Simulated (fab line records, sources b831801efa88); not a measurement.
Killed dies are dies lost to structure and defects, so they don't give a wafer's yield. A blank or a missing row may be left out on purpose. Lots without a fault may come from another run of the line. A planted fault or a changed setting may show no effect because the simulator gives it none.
fab line records | flow sky130
record lots=5 wafers=15 last_day=49
route steps=708 shown LDD_LDN@293 SPACER@304 POLY_CUT@307 SD_P@320 RES_XHIGH@332
lots that met no fault: from a run of the same line without faults
start_h: hours from the record's first day to the start of the lot's first wafer shown | wait_h: hours since the lot's step before | " the same as in the row above | L1.1+2: a row that stands for several wafers | - no value, or no start given | * or withheld: withheld | < > ~ a bound
route shown NAME@n: a module of which the file shows steps, and the number in the route of the first | usual: mean/standard deviation of fault-free wafers | same: alike in all rows | chamber/n: place in a boat | sites: the reading at each site | _std_site: their standard deviation | _edge_site: outer sites' mean less inner sites' | radius_mm: how far each site lies from the wafer's centre | mask NAME#n: copy n | behind: the tool/chamber that last shaped the wafer | hold: why the lot was held/for how many hours/how that ended | device: the transistor (n, p or np) that didn't switch | end of line: the same wafers' tests at the end of the route | a step without rows: its recipe alone | killed: dies lost to structure and defects at the first sort, not the wafer's yield | map: a wafer's dies, x killed, . not, _ none there
set.NAME: the setting as run; set.NAME@STEP: as run at that earlier step | model.NAME: the simulator's own value behind a step, which no gauge read
lots at some steps of the route; a table a step, a row a wafer
services: from which hour (start_h, from the record's first day; less than 0 if before it) a tool's chamber was out of use, for how many hours, and why
## steps
# step SKY_LDD_LDN_EXPOSE_04
# recipe mask_id=LDNTM na=0.6 source_shape=conventional sigma_outer=0.6 polarization=unpolarized target_cd_nm=700 dose_mj=140
# same sigma_outer=0.6
# columns lot.wafer tool chamber start_h wait_h mask
L080.2+4+5 iline_stepper-02 0 - - LDNTM#0
L083.4+5+6 iline_stepper-02 0 - - LDNTM#0
L088.1+3+5 iline_stepper-01 0 - - LDNTM#0
L089.1+2+3 iline_stepper-01 0 - - LDNTM#0
L090.2+3+4 iline_stepper-02 0 - - LDNTM#0
# step SKY_LDD_LDN_PEB_05
# recipe temp_c=withheld time_s=* resist=NOVOLAK
# same time_s=*
# columns lot.wafer tool chamber start_h wait_h
L080.2+4+5 litho_track-04 0 - -
L083.4+5+6 litho_track-02 0 - -
L088.1+3+5 litho_track-04 0 - -
L089.1+2+3 litho_track-03 0 - -
L090.2+3+4 litho_track-04 0 - -
# step SKY_LDD_LDN_DEVELOP_06
# recipe resist=NOVOLAK developer=TMAH develop_time_s=60 dev_temp_c=23
# columns lot.wafer tool chamber start_h wait_h
L080.2+4+5 litho_track-04 0 584.70 0.1
L083.4+5+6 litho_track-02 0 606.54 0.1
L088.1+3+5 litho_track-04 0 652.52 0.1
L089.1+2+3 litho_track-03 0 655.73 0.1
L090.2+3+4 litho_track-04 0 674.00 0.1
# step SKY_LDD_LDN_OVL_MEAS_07
# usual LDD_LDN_OVL=0.8/1.3
# columns lot.wafer tool chamber start_h wait_h LDD_LDN_OVL[nm]
L080.2 overlay-01 - 584.83 0.1 1.5
L080.4 " - " " 0.0
L080.5 " - " " -1.8
L083.4 overlay-01 - 606.64 0.1 -1.6
L083.5 " - " " -1.1
L083.6 " - " " -2.7
L088.1 overlay-01 - 652.67 0.1 1.8
L088.3 " - " " 2.0
L088.5 " - " " 1.2
L089.1 overlay-02 - 655.88 0.1 -0.1
L089.2 " - " " 1.2
L089.3 " - " " 1.3
L090.2 overlay-02 - 674.13 0.1 2.1
L090.3 " - " " 2.0
L090.4 " - " " 1.4
# step SKY_LDD_LDN_IMPLANT_08
# recipe species=As energy_kev=15 dose_cm2=1.25e+13 tilt_deg=withheld rotation_deg=23
# usual faraday_current_uA=70.6/1.3
# same implant_ion_amu=75
# columns lot.wafer tool chamber start_h wait_h faraday_current_uA
L080.2 implanter-03 0 584.88 0.0 72.1
L080.4 " 0 " " 72.2
L080.5 " 0 " " 70.5
L083.4 implanter-04 0 606.73 0.1 69.5
L083.5 " 0 " " 70.0
L083.6 " 0 " " 71.6
L088.1 implanter-04 0 652.71 0.0 69.0
L088.3 " 0 " " 69.5
L088.5 " 0 " " 70.5
L089.1 implanter-01 0 655.92 0.0 70.1
L089.2 " 0 " " 71.5
L089.3 " 0 " " 71.1
L090.2 implanter-01 0 674.18 0.0 71.4
L090.3 " 0 " " 68.7
L090.4 " 0 " " 72.5
# step SKY_LDD_LDN_IMPLANT_09
# recipe species=As energy_kev=15 dose_cm2=1.25e+13 tilt_deg=withheld rotation_deg=113
# usual faraday_current_uA=70.5/1.4
# same implant_ion_amu=75
# columns lot.wafer tool chamber start_h wait_h faraday_current_uA
L080.2 implanter-03 0 585.03 0.1 70.9
L080.4 " 0 " " 69.9
L080.5 " 0 " " 71.3
L083.4 implanter-04 0 606.88 0.1 71.4
L083.5 " 0 " " 70.0
L083.6 " 0 " " 69.1
L088.1 implanter-04 0 652.86 0.1 69.2
L088.3 " 0 " " 70.5
L088.5 " 0 " " 70.0
L089.1 implanter-01 0 656.07 0.1 69.6
L089.2 " 0 " " 68.7
L089.3 " 0 " " 71.4
L090.2 implanter-01 0 674.33 0.1 72.7
L090.3 " 0 " " 66.1
L090.4 " 0 " " 70.8
# step SKY_LDD_LDN_IMPLANT_10
# recipe species=As energy_kev=15 dose_cm2=1.25e+13 tilt_deg=withheld rotation_deg=203
# usual faraday_current_uA=70.6/1.3
# same implant_ion_amu=75
# columns lot.wafer tool chamber start_h wait_h faraday_current_uA
L080.2 implanter-03 0 585.18 0.1 70.0
L080.4 " 0 " " 71.1
L080.5 " 0 " " 69.5
L083.4 implanter-04 0 607.03 0.1 71.1
L083.5 " 0 " " 69.3
L083.6 " 0 " " 72.4
L088.1 implanter-04 0 653.01 0.1 70.3
L088.3 " 0 " " 73.0
L088.5 " 0 " " 71.0
L089.1 implanter-01 0 656.22 0.1 67.7
L089.2 " 0 " " 70.8
L089.3 " 0 " " 70.9
L090.2 implanter-01 0 674.48 0.1 70.3
L090.3 " 0 " " 72.3
L090.4 " 0 " " 71.8
# step SKY_LDD_LDN_IMPLANT_11
# recipe species=As energy_kev=15 dose_cm2=1.25e+13 tilt_deg=withheld rotation_deg=293
# usual faraday_current_uA=70.5/1.3
# same implant_ion_amu=75
# columns lot.wafer tool chamber start_h wait_h faraday_current_uA
L080.2 implanter-03 0 585.33 0.1 69.4
L080.4 " 0 " " 69.5
L080.5 " 0 " " 68.6
L083.4 implanter-04 0 607.18 0.1 69.9
L083.5 " 0 " " 70.1
L083.6 " 0 " " 71.5
L088.1 implanter-04 0 653.16 0.1 70.7
L088.3 " 0 " " 69.4
L088.5 " 0 " " 70.3
L089.1 implanter-01 0 656.37 0.1 71.5
L089.2 " 0 " " 66.2
L089.3 " 0 " " 72.6
L090.2 implanter-01 0 674.63 0.1 71.7
L090.3 " 0 " " 71.8
L090.4 " 0 " " 70.5
# step SKY_LDD_LDN_STRIP_12
# recipe chemistry=O2/N2 power_w=1400 pressure_mtorr=1500 platen_temp_c=withheld o2_flow_sccm=3000 n2_flow_sccm=300 overash_fraction=0.5
# usual drypump_motor_current_A=5.73/0.13 oes_product_au=0.715/0.0048 strip_time_to_endpoint_s=14.19/0.033
# columns lot.wafer tool chamber start_h wait_h drypump_motor_current_A oes_product_au rf_hours_counter_h strip_time_to_endpoint_s
L080.2 plasma_asher-04 0 585.46 0.1 5.75 0.713 74 14.23
L080.4 " 0 " " 5.75 0.709 - 14.23
L080.5 " 1 " " 5.88 0.707 - 14.24
L083.4 plasma_asher-01 0 607.29 0.1 5.51 0.710 - 14.18
L083.5 " 0 " " 5.50 0.711 - 14.20
L083.6 " 1 " " 5.72 0.717 - 14.19
L088.1 plasma_asher-04 1 653.31 0.1 5.85 0.711 81 14.10
L088.3 " 1 " " 5.88 0.723 - 14.12
L088.5 " 0 " " 5.75 0.721 - 14.17
L089.1 plasma_asher-01 1 656.52 0.1 5.72 0.714 21 14.26
L089.2 " 0 " " 5.49 0.718 21 14.18
L089.3 " 1 " " 5.72 0.717 - 14.19
L090.2 plasma_asher-02 1 674.76 0.1 5.89 0.718 54 14.17
L090.3 " 0 " " 5.64 0.712 - 14.16
L090.4 " 1 " " 5.88 0.715 - 14.18
# step SKY_LDD_LDN_TW_MEAS_13
# usual LDD_LDN_TW=1489/6.8
# columns lot.wafer tool chamber start_h wait_h LDD_LDN_TW
L080.2 film_metro-01 - 585.57 0.1 1501
L080.4 " - " " 1492
L080.5 " - " " 1492
L083.4 film_metro-01 - 607.38 0.1 1496
L083.5 " - " " 1482
L083.6 " - " " 1488
L088.1 film_metro-03 - 653.41 0.1 1485
L088.3 " - " " 1491
L088.5 " - " " 1490
L089.1 film_metro-01 - 656.62 0.1 1486
L089.2 " - " " 1492
L089.3 " - " " 1500
L090.2 film_metro-04 - 674.87 0.1 1481
L090.3 " - " " 1485
L090.4 " - " " 1490
# step SKY_LDD_LDN_CLEAN_14
# recipe chemistry=SC1/SC2 mix=1:4:20 temp_c=70 time_s=150 dry=n2_spin
# usual bath_heat_duty_pct=13.6/1.5
# same time_s=150
# columns lot.wafer tool chamber start_h wait_h bath_heat_duty_pct
L080.2 wet_bench-01 3 585.62 0.0 16.1
L080.4 " 3 " " 13.7
L080.5 " 3 " " 14.9
L083.4 wet_bench-02 2 607.41 0.0 12.9
L083.5 " 2 " " 13.6
L083.6 " 2 " " 13.8
L088.1 wet_bench-01 3 653.47 0.1 13.7
L088.3 " 3 " " 14.4
L088.5 " 3 " " 14.7
L089.1 wet_bench-01 0 656.68 0.1 10.2
L089.2 " 0 " " 11.0
L089.3 " 0 " " 10.8
L090.2 wet_bench-03 0 674.92 0.0 14.5
L090.3 " 0 " " 16.2
L090.4 " 0 " " 15.6
# step SKY_SPACER_CVD_00
# recipe material=Si3N4 precursor=DCS/NH3 target_thk_nm=43.1 temp_c=770 time_s=740 pressure_mtorr=250
# usual spike_tc_centre_C=769.8/1
# same time_s=740
# columns lot.wafer tool chamber start_h wait_h spike_tc_centre_C
L080.2 lpcvd-02 0 586.07 0.4 771.9
L080.4 " 0 " " 769.9
L080.5 " 0 " " 769.3
L083.4 lpcvd-02 1 608.04 0.6 771.0
L083.5 " 1 " " 769.0
L083.6 " 1 " " 770.5
L088.1 lpcvd-02 0 653.52 0.0 769.6
L088.3 " 0 " " 770.5
L088.5 " 0 " " 769.6
L089.1 lpcvd-02 0 656.73 0.0 768.5
L089.2 " 0 " " 770.4
L089.3 " 0 " " 768.6
L090.2 lpcvd-02 0 674.97 0.0 770.3
L090.3 " 0 " " 768.6
L090.4 " 0 " " 770.9
# step SKY_SPACER_THK_MEAS_01
# recipe reads=Si3N4_of_SPACER_CVD_00
# usual SPACER_CVD_00_THK=43.1/0.37
# columns lot.wafer tool chamber start_h wait_h SPACER_CVD_00_THK[nm]
L080.2 film_metro-03 - 587.28 0.0 42.9
L080.4 " - " " 43.0
L080.5 " - " " 43.2
L083.4 film_metro-04 - 609.27 0.0 42.7
L083.5 " - " " 42.9
L083.6 " - " " 42.9
L088.1 film_metro-02 - 654.73 0.0 43.3
L088.3 " - " " 43.3
L088.5 " - " " 43.3
L089.1 film_metro-04 - 657.94 0.0 43.0
L089.2 " - " " 43.0
L089.3 " - " " 42.9
L090.2 film_metro-02 - 676.18 0.0 42.3
L090.3 " - " " 42.5
L090.4 " - " " 42.1
# step SKY_SPACER_ETCHBACK_02
# recipe chemistry=CH3F/O2 target=Si3N4 stop_on=SiO2 source_w=400 bias_w=80 pressure_mtorr=25 ch3f_flow_sccm=40 O2_flow_sccm=30 time_s=46.7 target_depth_a=450
# usual drypump_motor_current_A=5.8/0.46 oes_product_au=0.855/0.0064 throttle_valve_pct=10.562/0.0097
# same time_s=46.7
# columns lot.wafer tool chamber start_h wait_h drypump_motor_current_A oes_product_au rf_hours_counter_h throttle_valve_pct
L080.2 rie_diel-02 1 587.33 0.0 6.7 0.851 1 10.559
L080.4 " 2 " " 5.8 0.846 52 10.564
L080.5 " 1 " " 6.6 0.857 - 10.555
L083.4 rie_diel-02 3 609.30 0.0 6.2 0.854 5 10.556
L083.5 " 0 " " 6.2 0.849 - 10.572
L083.6 " 1 " " 6.6 0.845 - 10.552
L088.1 rie_diel-04 1 654.79 0.1 5.1 0.857 12 10.549
L088.3 " 0 " " 5.8 0.863 10 10.557
L088.5 " 2 " " 5.8 0.859 - 10.577
L089.1 rie_diel-02 2 658.00 0.1 5.8 0.845 54 10.584
L089.2 " 0 " " 6.2 0.849 17 10.551
L089.3 " 3 " " 6.1 0.845 7 10.552
L090.2 rie_diel-02 3 676.23 0.0 6.2 0.844 7 10.560
L090.3 " 1 " " 6.6 0.846 3 10.564
L090.4 " 0 " " 6.2 0.834 18 10.567
# step SKY_POLY_CUT_DEHYDRATE_00
# recipe temp_c=200 time_s=60
# same time_s=60
# columns lot.wafer tool chamber start_h wait_h
L080.2+4+5 litho_track-04 0 601.45 14.1
L083.4+5+6 litho_track-03 0 623.06 13.7
L088.1+3+5 litho_track-01 0 668.97 14.2
L089.1+2+3 litho_track-04 0 672.02 14.0
L090.2+3+4 litho_track-03 0 689.51 13.3
# step SKY_POLY_CUT_HMDS_01
# recipe prime_time_s=60 prime_temp_c=120
# columns lot.wafer tool chamber start_h wait_h
L080.2+4+5 litho_track-04 0 601.60 0.1
L083.4+5+6 litho_track-03 0 623.21 0.1
L088.1+3+5 litho_track-01 0 669.12 0.1
L089.1+2+3 litho_track-04 0 672.17 0.1
L090.2+3+4 litho_track-03 0 689.66 0.1
# step SKY_POLY_CUT_COAT_02
# recipe resist=BARC temp_c=withheld time_s=withheld spin_rpm=3000 resist_thk_nm=60
# columns lot.wafer tool chamber start_h wait_h
L080.2+4+5 litho_track-04 0 601.75 0.1
L083.4+5+6 litho_track-03 0 623.36 0.1
L088.1+3+5 litho_track-01 0 669.27 0.1
L089.1+2+3 litho_track-04 0 672.32 0.1
L090.2+3+4 litho_track-03 0 689.81 0.1
# step SKY_POLY_CUT_COAT_03
# recipe resist=KrF-thick spin_rpm=3000 resist_thk_nm=450
# columns lot.wafer tool chamber start_h wait_h
L080.2+4+5 litho_track-04 0 - -
L083.4+5+6 litho_track-03 0 - -
L088.1+3+5 litho_track-01 0 - -
L089.1+2+3 litho_track-04 0 - -
L090.2+3+4 litho_track-03 0 - -
# step SKY_POLY_CUT_SOFTBAKE_04
# recipe temp_c=100 time_s=90 resist=KrF-thick
# same time_s=90
# columns lot.wafer tool chamber start_h wait_h
L080.2+4+5 litho_track-04 0 - -
L083.4+5+6 litho_track-03 0 - -
L088.1+3+5 litho_track-01 0 - -
L089.1+2+3 litho_track-04 0 - -
L090.2+3+4 litho_track-03 0 - -
# step SKY_POLY_CUT_EXPOSE_05
# recipe mask_id=NPCM na=0.8 source_shape=annular sigma_inner=0.55 sigma_outer=0.85 target_cd_nm=270 dose_mj=32
# same sigma_outer=0.85
# columns lot.wafer tool chamber start_h wait_h mask
L080.2+4+5 krf_scanner-02 0 - - NPCM#0
L083.4+5+6 krf_scanner-02 0 - - NPCM#0
L088.1+3+5 krf_scanner-02 0 - - NPCM#0
L089.1+2+3 krf_scanner-01 0 - - NPCM#0
L090.2+3+4 krf_scanner-02 0 - - NPCM#0
# step SKY_POLY_CUT_PEB_06
# recipe peb_temp_c=withheld peb_time_s=withheld resist=KrF-thick
# columns lot.wafer tool chamber start_h wait_h
L080.2+4+5 litho_track-04 0 - -
L083.4+5+6 litho_track-01 0 - -
L088.1+3+5 litho_track-03 0 - -
L089.1+2+3 litho_track-04 0 - -
L090.2+3+4 litho_track-01 0 - -
# step SKY_POLY_CUT_DEVELOP_07
# recipe develop_time_s=60 resist=KrF-thick dev_temp_c=21
# columns lot.wafer tool chamber start_h wait_h
L080.2+4+5 litho_track-04 0 - -
L083.4+5+6 litho_track-01 0 - -
L088.1+3+5 litho_track-03 0 - -
L089.1+2+3 litho_track-04 0 - -
L090.2+3+4 litho_track-01 0 - -
# step SKY_POLY_CUT_CD_MEAS_08
# recipe target_cd_nm=270
# usual cd_nm=269.6/1.2
# columns lot.wafer tool chamber start_h wait_h cd_nm
L080.2 cd_sem-01 - 617.14 - 270.4
L080.4 " - " " 270.0
L080.5 " - " " 269.7
L083.4 cd_sem-02 - 638.58 - 268.8
L083.5 " - " " 269.4
L083.6 " - " " 269.8
L088.1 cd_sem-01 - 683.73 - 269.4
L088.3 " - " " 269.2
L088.5 " - " " 269.7
L089.1 cd_sem-01 - 685.97 - 267.9
L089.2 " - " " 269.5
L089.3 " - " " 269.1
L090.2 cd_sem-01 - 704.59 - 271.0
L090.3 " - " " 271.6
L090.4 " - " " 271.7
# step SKY_POLY_CUT_OVL_MEAS_09
# usual POLY_CUT_OVL=-6/5
# columns lot.wafer tool chamber start_h wait_h POLY_CUT_OVL[nm]
L080.2 overlay-02 - 617.25 0.1 -9
L080.4 " - " " -16
L080.5 " - " " -15
L083.4 overlay-01 - 638.66 0.1 -7
L083.5 " - " " -12
L083.6 " - " " -14
L088.1 overlay-01 - 683.85 0.1 -11
L088.3 " - " " -9
L088.5 " - " " -4
L089.1 overlay-01 - 686.09 0.1 0
L089.2 " - " " -4
L089.3 " - " " -9
L090.2 overlay-01 - 704.69 0.1 -15
L090.3 " - " " -12
L090.4 " - " " -6
# step SKY_POLY_CUT_ETCH_10
# recipe chemistry=N2/H2 target=BARC ion_energy_ev=200 source_w=500 bias_w=100 pressure_mtorr=30 n2_flow_sccm=100 h2_flow_sccm=200 stop_on=SiO2 time_s=45.9 target_depth_a=600
# usual drypump_motor_current_A=5.7/0.46 h2_flow_sccm=200.0/0.65 oes_product_au=0.854/0.0049 throttle_valve_pct=13.224/0.01
# same time_s=45.9
# columns lot.wafer tool chamber start_h wait_h drypump_motor_current_A h2_flow_sccm oes_product_au rf_hours_counter_h throttle_valve_pct
L080.2 rie_diel-04 3 617.28 0.0 5.8 201.1 0.858 2 13.228
L080.4 " 1 " " 5.1 200.7 0.862 12 13.195
L080.5 " 2 " " 5.9 200.4 0.856 - 13.234
L083.4 rie_diel-03 0 638.67 0.0 5.8 200.3 0.846 13 13.233
L083.5 " 1 " " 5.0 200.0 0.845 - 13.223
L083.6 " 0 " " 5.8 200.8 0.849 - 13.210
L088.1 rie_diel-04 2 683.89 0.0 5.8 199.1 0.856 49 13.228
L088.3 " 0 " " 5.8 199.5 0.844 11 13.219
L088.5 " 0 " " 5.8 199.6 0.856 - 13.223
L089.1 rie_diel-03 0 686.13 0.0 5.8 199.5 0.855 14 13.242
L089.2 " 2 " " 6.0 199.6 0.856 2 13.217
L089.3 " 1 " " 5.0 199.7 0.856 16 13.230
L090.2 rie_diel-03 0 704.72 0.0 5.8 199.3 0.852 14 13.216
L090.3 " 3 " " 6.5 198.9 0.862 6 13.216
L090.4 " 2 " " 6.0 199.8 0.856 3 13.237
# step SKY_POLY_CUT_ETCH_11
# recipe target=Si3N4 chemistry=CF4/CH2F2/Ar stop_on=poly-Si source_w=600 bias_w=150 pressure_mtorr=40 cf4_flow_sccm=40 ch2f2_flow_sccm=20 Ar_flow_sccm=150 time_s=42.5 target_depth_a=600
# usual drypump_motor_current_A=5.7/0.46 oes_product_au=0.831/0.0061 throttle_valve_pct=14.994/0.0095
# same time_s=42.5
# columns lot.wafer tool chamber start_h wait_h drypump_motor_current_A oes_product_au rf_hours_counter_h throttle_valve_pct
L080.2 rie_diel-04 3 617.32 0.0 5.8 0.828 2 14.994
L080.4 " 1 " " 5.1 0.832 12 14.989
L080.5 " 2 " " 5.9 0.830 - 15.005
L083.4 rie_diel-03 0 638.72 0.0 5.8 0.837 13 14.990
L083.5 " 1 " " 5.0 0.824 - 14.990
L083.6 " 0 " " 5.8 0.830 - 14.995
L088.1 rie_diel-04 2 683.93 0.0 5.8 0.832 49 14.997
L088.3 " 0 " " 5.8 0.832 11 14.993
L088.5 " 0 " " 5.8 0.825 - 14.988
L089.1 rie_diel-03 0 686.17 0.0 5.8 0.829 14 15.010
L089.2 " 2 " " 6.0 0.825 2 14.981
L089.3 " 1 " " 5.0 0.834 16 14.992
L090.2 rie_diel-03 0 704.77 0.0 5.8 0.838 14 15.009
L090.3 " 3 " " 6.5 0.832 6 14.988
L090.4 " 2 " " 6.0 0.827 3 15.006
# step SKY_POLY_CUT_STRIP_12
# recipe chemistry=O2/N2 power_w=1400 pressure_mtorr=1500 platen_temp_c=withheld o2_flow_sccm=3000 n2_flow_sccm=300 overash_fraction=0.5
# usual drypump_motor_current_A=5.66/0.18 oes_product_au=0.452/0.0043 strip_time_to_endpoint_s=5.353/0.019
# columns lot.wafer tool chamber start_h wait_h drypump_motor_current_A oes_product_au rf_hours_counter_h strip_time_to_endpoint_s
L080.2 plasma_asher-04 0 617.36 0.0 5.75 0.455 77 5.349
L080.4 " 0 " " 5.76 0.453 - 5.360
L080.5 " 1 " " 5.85 0.448 - 5.341
L083.4 plasma_asher-04 0 638.79 0.1 5.74 0.456 - 5.318
L083.5 " 0 " " 5.76 0.452 - 5.327
L083.6 " 1 " " 5.87 0.456 - 5.328
L088.1 plasma_asher-04 1 683.97 0.0 5.86 0.444 84 5.368
L088.3 " 1 " " 5.85 0.460 - 5.361
L088.5 " 0 " " 5.76 0.449 - 5.372
L089.1 plasma_asher-03 0 686.21 0.0 5.87 0.451 101 5.383
L089.2 " 1 " " 5.39 0.451 101 5.379
L089.3 " 0 " " 5.89 0.450 - 5.383
L090.2 plasma_asher-03 1 704.81 0.0 5.39 0.448 102 5.323
L090.3 " 1 " " 5.40 0.446 - 5.325
L090.4 " 0 " " 5.83 0.444 - 5.316
# step SKY_SD_P_DEHYDRATE_00
# recipe temp_c=200 time_s=60
# same time_s=60
# columns lot.wafer tool chamber start_h wait_h
L080.2+4+5 litho_track-04 0 631.05 13.7
L083.4+5+6 litho_track-04 0 651.85 13.0
L088.1+3+5 litho_track-04 0 698.12 14.1
L089.1+2+3 litho_track-02 0 700.57 14.3
L090.2+3+4 litho_track-02 0 717.89 13.1
# step SKY_SD_P_HMDS_01
# recipe prime_time_s=60 prime_temp_c=120
# columns lot.wafer tool chamber start_h wait_h
L080.2+4+5 litho_track-04 0 631.20 0.1
L083.4+5+6 litho_track-04 0 652.00 0.1
L088.1+3+5 litho_track-04 0 698.27 0.1
L089.1+2+3 litho_track-02 0 700.72 0.1
L090.2+3+4 litho_track-02 0 718.04 0.1
# step SKY_SD_P_COAT_02
# recipe resist=NOVOLAK spin_rpm=3000 resist_thk_nm=1140
# columns lot.wafer tool chamber start_h wait_h
L080.2+4+5 litho_track-04 0 631.35 0.1
L083.4+5+6 litho_track-04 0 652.15 0.1
L088.1+3+5 litho_track-04 0 698.42 0.1
L089.1+2+3 litho_track-02 0 700.87 0.1
L090.2+3+4 litho_track-02 0 718.19 0.1
# step SKY_SD_P_SOFTBAKE_03
# recipe temp_c=90 time_s=60 resist=NOVOLAK
# same time_s=60
# columns lot.wafer tool chamber start_h wait_h
L080.2+4+5 litho_track-04 0 631.50 0.1
L083.4+5+6 litho_track-04 0 652.30 0.1
L088.1+3+5 litho_track-04 0 698.57 0.1
L089.1+2+3 litho_track-02 0 701.02 0.1
L090.2+3+4 litho_track-02 0 718.34 0.1
# step SKY_SD_P_EXPOSE_04
# recipe mask_id=PSDM na=0.6 source_shape=conventional sigma_outer=0.6 polarization=unpolarized target_cd_nm=380 dose_mj=138
# same sigma_outer=0.6
# columns lot.wafer tool chamber start_h wait_h mask
L080.2+4+5 iline_stepper-01 0 - - PSDM#0
L083.4+5+6 iline_stepper-01 0 - - PSDM#0
L088.1+3+5 iline_stepper-02 0 - - PSDM#0
L089.1+2+3 iline_stepper-01 0 - - PSDM#0
L090.2+3+4 iline_stepper-02 0 - - PSDM#0
# step SKY_SD_P_PEB_05
# recipe temp_c=withheld time_s=* resist=NOVOLAK
# same time_s=*
# columns lot.wafer tool chamber start_h wait_h
L080.2+4+5 litho_track-04 0 - -
L083.4+5+6 litho_track-04 0 - -
L088.1+3+5 litho_track-04 0 - -
L089.1+2+3 litho_track-04 0 - -
L090.2+3+4 litho_track-01 0 - -
# step SKY_SD_P_DEVELOP_06
# recipe resist=NOVOLAK developer=TMAH develop_time_s=60 dev_temp_c=23
# columns lot.wafer tool chamber start_h wait_h
L080.2+4+5 litho_track-04 0 645.75 0.1
L083.4+5+6 litho_track-04 0 667.15 0.1
L088.1+3+5 litho_track-04 0 712.02 0.1
L089.1+2+3 litho_track-04 0 714.12 0.1
L090.2+3+4 litho_track-01 0 732.14 0.1
# step SKY_SD_P_CD_MEAS_07
# recipe target_cd_nm=380
# usual cd_nm=379.3/2.5
# columns lot.wafer tool chamber start_h wait_h cd_nm
L080.2 cd_sem-01 - 646.01 0.2 381.2
L080.4 " - " " 380.9
L080.5 " - " " 378.4
L083.4 cd_sem-01 - 667.28 0.1 373.9
L083.5 " - " " 373.8
L083.6 " - " " 375.7
L088.1 cd_sem-02 - 712.17 0.1 384.7
L088.3 " - " " 380.4
L088.5 " - " " 379.6
L089.1 cd_sem-01 - 714.27 0.1 380.2
L089.2 " - " " 377.3
L089.3 " - " " 379.4
L090.2 cd_sem-01 - 732.29 0.1 380.0
L090.3 " - " " 378.3
L090.4 " - " " 379.5
# step SKY_SD_P_OVL_MEAS_08
# usual SD_P_OVL=1.3/1.5
# columns lot.wafer tool chamber start_h wait_h SD_P_OVL[nm]
L080.2 overlay-02 - 646.11 0.1 2.4
L080.4 " - " " 1.6
L080.5 " - " " 3.1
L083.4 overlay-02 - 667.36 0.1 1.2
L083.5 " - " " 0.6
L083.6 " - " " 0.1
L088.1 overlay-01 - 712.29 0.1 0.7
L088.3 " - " " 1.5
L088.5 " - " " -0.2
L089.1 overlay-01 - 714.39 0.1 -0.3
L089.2 " - " " 2.3
L089.3 " - " " 1.6
L090.2 overlay-02 - 732.39 0.1 -1.4
L090.3 " - " " -0.2
L090.4 " - " " -0.6
# step SKY_SD_P_IMPLANT_09
# recipe species=BF2 energy_kev=20 dose_cm2=3e+15 tilt_deg=0
# usual faraday_current_uA=13457/930
# same implant_ion_amu=49
# columns lot.wafer tool chamber start_h wait_h faraday_current_uA
L080.2 implanter-02 0 646.17 0.0 13118
L080.4 " 0 " " 12964
L080.5 " 0 " " 13136
L083.4 implanter-04 0 667.45 0.1 12287
L083.5 " 0 " " 11809
L083.6 " 0 " " 11978
L088.1 implanter-03 0 712.33 0.0 14575
L088.3 " 0 " " 14659
L088.5 " 0 " " 14341
L089.1 implanter-03 0 714.43 0.0 14442
L089.2 " 0 " " 14742
L089.3 " 0 " " 14615
L090.2 implanter-02 0 732.45 0.0 13248
L090.3 " 0 " " 12586
L090.4 " 0 " " 12867
# step SKY_SD_P_STRIP_10
# recipe chemistry=O2/N2 power_w=1400 pressure_mtorr=1500 platen_temp_c=withheld o2_flow_sccm=3000 n2_flow_sccm=300 overash_fraction=0.5
# usual drypump_motor_current_A=5.65/0.15 oes_product_au=0.618/0.0042 strip_time_to_endpoint_s=17.50/0.04
# columns lot.wafer tool chamber start_h wait_h drypump_motor_current_A oes_product_au rf_hours_counter_h strip_time_to_endpoint_s
L080.2 plasma_asher-01 1 646.29 0.1 5.73 0.619 20 17.51
L080.4 " 1 " " 5.75 0.622 - 17.53
L080.5 " 0 " " 5.49 0.619 - 17.54
L083.4 plasma_asher-01 1 667.56 0.1 5.76 0.618 - 17.41
L083.5 " 0 " " 5.49 0.618 - 17.42
L083.6 " 1 " " 5.74 0.613 - 17.49
L088.1 plasma_asher-01 1 712.48 0.1 5.75 0.619 27 17.53
L088.3 " 1 " " 5.74 0.620 - 17.49
L088.5 " 1 " " 5.74 0.617 - 17.48
L089.1 plasma_asher-02 0 714.58 0.1 5.62 0.621 58 17.53
L089.2 " 1 " " 5.87 0.626 58 17.56
L089.3 " 0 " " 5.63 0.620 - 17.56
L090.2 plasma_asher-03 0 732.57 0.1 5.84 0.617 105 17.53
L090.3 " 0 " " 5.82 0.616 - 17.52
L090.4 " 1 " " 5.39 0.611 - 17.58
# step SKY_SD_P_TW_MEAS_11
# usual SD_P_TW=2849/21
# columns lot.wafer tool chamber start_h wait_h SD_P_TW
L080.2 film_metro-02 - 646.40 0.1 2870
L080.4 " - " " 2864
L080.5 " - " " 2864
L083.4 film_metro-01 - 667.66 0.1 2837
L083.5 " - " " 2862
L083.6 " - " " 2847
L088.1 film_metro-03 - 712.58 0.1 2824
L088.3 " - " " 2820
L088.5 " - " " 2831
L089.1 film_metro-01 - 714.68 0.1 2843
L089.2 " - " " 2853
L089.3 " - " " 2870
L090.2 film_metro-03 - 732.68 0.1 2826
L090.3 " - " " 2833
L090.4 " - " " 2851
# step SKY_RES_XHIGH_DEHYDRATE_00
# recipe temp_c=200 time_s=60
# same time_s=60
# columns lot.wafer tool chamber start_h wait_h
L080.2+4+5 litho_track-01 0 659.79 13.4
L083.4+5+6 litho_track-03 0 681.06 13.4
L088.1+3+5 litho_track-03 0 725.88 13.3
L089.1+2+3 litho_track-03 0 727.68 13.0
L090.2+3+4 litho_track-02 0 745.14 12.4
# step SKY_RES_XHIGH_HMDS_01
# recipe prime_time_s=60 prime_temp_c=120
# columns lot.wafer tool chamber start_h wait_h
L080.2+4+5 litho_track-01 0 659.94 0.1
L083.4+5+6 litho_track-03 0 681.21 0.1
L088.1+3+5 litho_track-03 0 726.03 0.1
L089.1+2+3 litho_track-03 0 727.83 0.1
L090.2+3+4 litho_track-02 0 745.29 0.1
## services
# columns tool chamber start_h hours kind
rie_diel-04 - 547.48 1.2 repair
krf_scanner-02 - 550.84 1.0 pm
implanter-03 - 558.94 0.9 repair
iline_stepper-01 - 570.73 7.9 repair
rie_diel-03 0 586.22 12.4 repair
implanter-04 - 603.27 1.2 repair
krf_scanner-02 - 606.56 1.3 pm
implanter-04 - 623.74 2.3 repair
implanter-03 - 631.53 3.3 repair
rie_diel-02 2 635.48 6.9 repair
iline_stepper-02 - 636.88 4.9 repair
iline_stepper-01 - 645.35 2.1 pm
implanter-01 - 650.27 2.5 repair
krf_scanner-02 - 656.34 0.2 repair
iline_stepper-02 - 681.65 1.7 pm
krf_scanner-02 - 682.83 0.8 pm
krf_scanner-02 - 694.53 1.0 pm
implanter-04 - 709.61 4.7 pm
iline_stepper-01 - 718.38 1.7 pm
rie_diel-02 0 725.64 8.3 repair
rie_diel-02 2 728.48 14.6 repair
rie_diel-03 - 731.01 0.2 repair
krf_scanner-02 - 733.56 3.6 pm
rie_diel-02 1 735.44 3.3 repair
## key
fault none
